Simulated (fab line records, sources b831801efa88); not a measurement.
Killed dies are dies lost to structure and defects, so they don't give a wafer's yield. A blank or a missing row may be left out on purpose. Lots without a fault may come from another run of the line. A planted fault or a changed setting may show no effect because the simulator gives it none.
A struck lot beside a sound one | flow gf180mcu | 16 steps out of a route of 602
Sound: wafers L706.1, L706.5, L706.6. Struck: wafer L716.6. (L716.1, L716.3 of the same lot were not struck and are left out.) The cause comes at the end.
At each step with rows: each side's tool, then ch and its chambers, then its first start. Under that, the readings that differ: sound wafers | struck wafers | difference of the means | sigmas: that difference in standard deviations of wafers without a fault.
alike: readings whose means differ by less than 2 such deviations, and words and numbers that are the same on both sides. not compared: withheld readings, readings that some wafer has no value for, bounds like >300 that may hide the same value, and numbers for which the record gives no deviation and whose values overlap.
The two part at a step that has a row with sigmas, a row that says differs or no value, or rows on one side only. Numbers that don't overlap but have no deviation are shown without sigmas and don't part them. A reading that every wafer of one side lacks parts them only if that side has two wafers or more.

first, 4 steps without rows for these wafers: GF_M3_SOFTBAKE_10 (time 57.13 s); GF_M3_EXPOSE_11 (exposes mask Metal3, target cd 280 nm); GF_M3_PEB_12 (peb time 90 s); GF_M3_DEVELOP_13 (develop time 60 s).
GF_M3_CD_MEAS_14: target cd 280 nm.
  sound on cd_sem-01, day 22 10:40; struck on cd_sem-01, day 25 17:40
  reading    | sound             | struck | difference | sigmas
  cd_nm (nm) | 280.8 281.1 280.2 | 278.3  | -2.4       | -2
GF_M3_OVL_MEAS_15:
  sound on overlay-01, day 22 10:47; struck on overlay-01, day 25 17:47
  alike: M3_OVL
GF_M3_METAL_ETCH_16: etches the open film in Cl2/BCl3, stops on SiO2, target depth 627.5 nm, time 104.6 s.
  sound on rie_metal-04 ch 0,1, day 22 10:50; struck on rie_metal-02 ch 0, day 25 17:49
  reading                     | sound       | struck | difference | sigmas
  drypump_motor_current_A (A) | 6.7 6.5 6.7 | 5.7    | -0.9       | -2
  alike: oes_product_au, throttle_valve_pct
  not compared: rf_hours_counter_h
GF_M3_STRIP_17: strips in O2/N2.
  sound on plasma_asher-03 ch 0,1, day 22 10:56; struck on plasma_asher-04 ch 0, day 25 17:56
  reading            | sound       | struck | difference | sigmas
  heater_power_w (W) | 322 332 312 | 352    | +30        | +2
  alike: drypump_motor_current_A, oes_product_au, strip_time_to_endpoint_s
  not compared: rf_hours_counter_h
then, 3 steps without rows for these wafers: GF_M3_STRIP_18 (strips in post etch residue remover, time 1200 s); GF_M3_CLEAN_19 (cleans in DIW); GF_V3_CVD_00 (deposits SiO2, target thk 600 nm, time 100 s).
GF_V3_THK_MEAS_01:
  sound on film_metro-03, day 22 11:33; struck on film_metro-03, day 25 18:34
  alike: V3_CVD_00_THK
GF_V3_CVD_02: deposits SiO2 from TEOS, target thk 850 nm, time 94.851 s.
  sound on pecvd-01 ch 0,1,2, day 22 11:37; struck on pecvd-04 ch 0, day 25 18:38
  reading                             | sound             | struck | difference | sigmas
  model.SiO2_of_V3_CVD_02.thk_nm (nm) | 837.3 855.7 851.4 | 889.9  | +41.8      |
  alike: heater_power_w
GF_V3_THK_MEAS_03:
  sound on film_metro-03, day 22 11:41; struck on film_metro-01, day 25 18:42
  reading            | sound       | struck | difference | sigmas
  V3_CVD_02_THK (nm) | 838 855 851 | 891    | +43        | +4
GF_V3_CMP_04: polishes SiO2.
  sound on cmp-01 ch 2,3, day 22 11:44; struck on cmp-02 ch 1, day 25 18:49
  reading                | sound    | struck | difference | sigmas
  time_to_endpoint_s (s) | 74 79 79 | 91     | +14        | +2
  alike: head_pressure_psi, motor_current_A
then, 1 step without rows for these wafers: GF_PASSIVATION_PROBE_99.

WHERE THEY PART
First at GF_M3_CD_MEAS_14; last, within this record, at GF_V3_CMP_04.

WHY: what the simulator had put in
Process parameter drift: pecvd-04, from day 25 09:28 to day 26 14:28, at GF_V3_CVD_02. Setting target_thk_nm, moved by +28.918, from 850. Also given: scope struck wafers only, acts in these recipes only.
